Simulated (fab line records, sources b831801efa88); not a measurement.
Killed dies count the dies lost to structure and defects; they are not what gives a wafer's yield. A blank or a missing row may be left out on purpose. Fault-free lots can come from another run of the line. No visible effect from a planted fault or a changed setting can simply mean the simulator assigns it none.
Matching of chambers | flow gf180mcu | GF_PASSIVATION_CVD_00 on pecvd-03 has 3 sister chambers
The step deposits SiO2 from TEOS, target thk 1000 nm, time 111.95 s. 14 wafers are shown with their chamber, then 7 later ones without.

## WAFERS, EACH WITH ITS CHAMBER
wafer  | chamber | heater power w (W)
L461.2 | 1       | 630
L461.3 | 2       | 610
L461.4 | 2       | 495
L464.1 | 0       | 611
L464.3 | 1       | 602
L464.6 | 0       | 672
L465.2 | 2       | 642
L465.4 | 0       | 657
L465.5 | 2       | 507
L478.1 | 1       | 614
L478.2 | 2       | 630
L478.4 | 1       | 652
L479.1 | 1       | 653
L479.4 | 2       | 591

SIGNATURES, as means of the wafers listed above
reading        | chamber 0 | chamber 1 | chamber 2 | scatter within a chamber
heater power w | 646.67    | 630.20    | 579.17    | 46.7
Rule: distance of a wafer from a chamber = root of the sum over the readings of ((wafer's reading minus chamber's mean) / reading's scatter) squared. If the next closest chamber is less than 2 further off than the closest, the wafer can't be placed; otherwise it belongs to the closest. How the scatter is found: for the shown wafers, subtract from each reading the mean of its chamber, square and add these, divide the total by (wafers less chambers), then take the root.

## WAFERS WHOSE CHAMBER IS MISSING
wafer  | heater power w (W)
L479.5 | 518
L480.2 | 533
L480.5 | 598
L480.6 | 500
L482.1 | 665
L482.2 | 634
L482.3 | 589

## WHICH CHAMBER EACH ONE RAN IN
wafer  | from the rows above          | in truth
L479.5 | can't be placed: 2 or 1 or 0 | 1
L480.2 | can't be placed: 2 or 1 or 0 | 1
L480.5 | can't be placed: 2 or 1 or 0 | 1
L480.6 | can't be placed: 2 or 1 or 0 | 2
L482.1 | can't be placed: 0 or 1 or 2 | 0
L482.2 | can't be placed: 1 or 0 or 2 | 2
L482.3 | can't be placed: 2 or 1 or 0 | 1
Correct placement for 0 of the 7. From these rows, 7 cannot be placed; in 7 the true chamber is one of the candidates. Number placed wrongly: 0.
